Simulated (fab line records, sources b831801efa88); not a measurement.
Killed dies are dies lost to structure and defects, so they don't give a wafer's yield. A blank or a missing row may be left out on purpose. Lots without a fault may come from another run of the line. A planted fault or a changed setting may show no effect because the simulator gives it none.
One fault seen from 2 desks | flow sfq_line | each desk has only its own numbers; what lay behind them comes last

THE TOOL OWNER'S DESK: krf_scanner-01
The tool's own readings at SFQ_TRILAYER_M4_LITHO_EXPOSE_094 (exposes mask M4, target cd 500 nm): means of the sampled wafers that have a number, for each lot that ran on this tool. A lot is out of limits, marked OUT, if its mean lies more than 4 standard deviations from the usual mean; the brackets give that distance.
Columns: A = exposure_dose_mJ_cm2 at SFQ_TRILAYER_M4_LITHO_EXPOSE_094, usual 14.402
lot  | first seen here | A
L453 | day 50 21:14    | 15.017 (+41) OUT
L454 | day 51 06:38    | 15.036 (+42) OUT
L455 | day 51 18:26    | 15.049 (+43) OUT
L456 | day 51 22:14    | 15.044 (+43) OUT
This desk's finding: out of limits on L453, L454, L455, L456; first on L453, day 50 21:14 (exposure_dose_mJ_cm2 at SFQ_TRILAYER_M4_LITHO_EXPOSE_094). In limits: none.

THE METROLOGY DESK
What the gauges read, lot by lot, whatever tool the lot ran on: means of the sampled wafers that have a number. A lot is out of limits, marked OUT, if its mean lies more than 4 standard deviations from the usual mean; the brackets give that distance.
Columns: A = M0_OVL at SFQ_M0_OVL_MEAS_906, usual -2 nm; B = I4_OVL at SFQ_I4_OVL_MEAS_928, usual 0 nm
lot  | first seen here | A   | B
L441 | day 12 05:56    | 2   | -3
L442 | day 12 13:08    | 3   | 0
L443 | day 13 01:08    | 1   | 6
L444 | day 13 04:43    | -2  | -11
L445 | day 13 14:20    | 2   | 0
L450 | day 15 06:07    | -1  | 4
L453 | day 16 02:32    | -3  | -5
L454 | day 16 13:19    | -1  | 3
L455 | day 17 05:37    | -8  | -12
L456 | day 17 10:25    | -3  | -1
L460 | day 19 02:04    | 2   | -2
L462 | day 19 21:08    | -6  | 9
L463 | day 20 03:01    | -0  | 1
L464 | day 20 11:24    | -10 | 0
This desk's finding: nothing out of limits on any of the 14 lots.

PUT TOGETHER
The tool owner's desk could have raised an alarm at day 50 21:14, on L453, L454, L455, L456.
The metrology desk saw nothing out of limits.
The metrology desk has L453, L454, L455, L456 on record, within its limits.
Of the lots named, all ran SFQ_TRILAYER_M4_LITHO_EXPOSE_094 on krf_scanner-01.

WHAT THE SIMULATOR HAD PUT IN
Process parameter drift: krf_scanner-01, from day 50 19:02 on, at SFQ_TRILAYER_M4_LITHO_EXPOSE_094. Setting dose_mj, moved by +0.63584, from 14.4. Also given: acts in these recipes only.
Lots struck among those shown: L453, L454, L455, L456.
Hours from the fault's start to each desk's first reading out of limits: the tool owner's desk, 2.
